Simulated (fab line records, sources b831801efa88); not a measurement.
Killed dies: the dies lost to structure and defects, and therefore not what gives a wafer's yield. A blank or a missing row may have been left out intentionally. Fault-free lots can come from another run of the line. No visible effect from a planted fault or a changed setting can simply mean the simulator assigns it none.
A single fault, viewed from 2 desks | flow gf180mcu | each desk holds nothing but its own numbers, with what lay behind them at the end

## TOOL OWNER'S DESK, hdpcvd-02
The tool's own readings at GF_STI_CVD_23 (deposits SiO2, target thk 650 nm, time 108.3 s): means of the sampled wafers that have a number, for each lot that ran on this tool. A lot is out of limits, marked OUT, if its mean lies more than 4 standard deviations from the usual mean; the brackets give that distance.
Columns: A = sih4 flow sccm at GF_STI_CVD_23, usual 60.02 sccm
lot  | first seen here | A
L522 | day 2 13:42     | 59.79
L524 | day 2 23:42     | 59.99
L526 | day 3 09:53     | 60.07
L529 | day 4 02:01     | 59.90
L532 | day 4 17:18     | 60.23
L535 | day 5 08:29     | 59.96
L536 | day 5 13:44     | 59.99
L537 | day 5 20:07     | 60.01
This desk's verdict: no lot among the 8 shows anything out of limits.

## FROM THE METROLOGY DESK
What the gauges read, lot by lot, whatever tool the lot ran on: means of the sampled wafers that have a number. A lot is out of limits, marked OUT, if its mean lies more than 4 standard deviations from the usual mean; the brackets give that distance.
Columns: A = STI_CVD_23_THK at GF_STI_THK_MEAS_24, usual 647 nm; B = POLY_GATE_OXIDATION_THK at GF_POLY_GATE_THK_MEAS_17, usual 4.02 nm; C = cd nm at GF_HV_LDD_CD_MEAS_19, usual 399.8 nm; D = cd nm at GF_HV_LDD_CD_MEAS_31, usual 400.0 nm
lot  | first seen here | A             | B    | C     | D
L521 | day 2 08:47     | 647           | 4.06 | 402.5 | 401.1
L522 | day 2 13:49     | 641           | 4.02 | 400.5 | 400.9
L524 | day 2 23:47     | 648           | 4.05 | 399.2 | 398.3
L526 | day 3 09:59     | 646           | 3.90 | 397.7 | 400.3
L527 | day 3 15:29     | 644           | 4.10 | 397.3 | 398.1
L528 | day 3 20:56     | 650           | 3.88 | 403.0 | 401.9
L529 | day 4 02:05     | 662           | 4.00 | 398.4 | 397.7
L530 | day 4 08:19     | 643           | 4.21 | 402.8 | 401.7
L531 | day 4 12:07     | 643           | 4.04 | 399.4 | 397.3
L532 | day 4 17:23     | 647           | 3.93 | 397.6 | 401.9
L535 | day 5 08:33     | 492 (-21) OUT | 4.00 | 401.5 | 402.9
L536 | day 5 13:49     | 489 (-21) OUT | 4.03 | 401.8 | 398.0
L537 | day 5 20:11     | 500 (-20) OUT | 4.06 | 399.6 | 398.4
This desk's result: L535, L536, L537 out of limits, first on L535 (STI_CVD_23_THK at GF_STI_THK_MEAS_24), day 5 08:33. Within limits: L521, L522, L524, L526, L527, L528, L529, L530, L531, L532.

## BROUGHT TOGETHER
L535, L536, L537 would have let the metrology desk raise an alarm at day 5 08:33.
The desk of the tool owner found nothing out of limits.
On record at the tool owner's desk: L535, L536, L537, within its limits.
On hdpcvd-02, each named lot ran GF_STI_CVD_23.

## WHAT HAD BEEN PUT IN BY THE SIMULATOR
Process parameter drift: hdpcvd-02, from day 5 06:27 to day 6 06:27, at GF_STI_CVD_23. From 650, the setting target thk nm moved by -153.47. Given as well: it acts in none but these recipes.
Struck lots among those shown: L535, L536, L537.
Delay in hours, fault start to first out-of-limits reading, per desk: metrology desk 2.
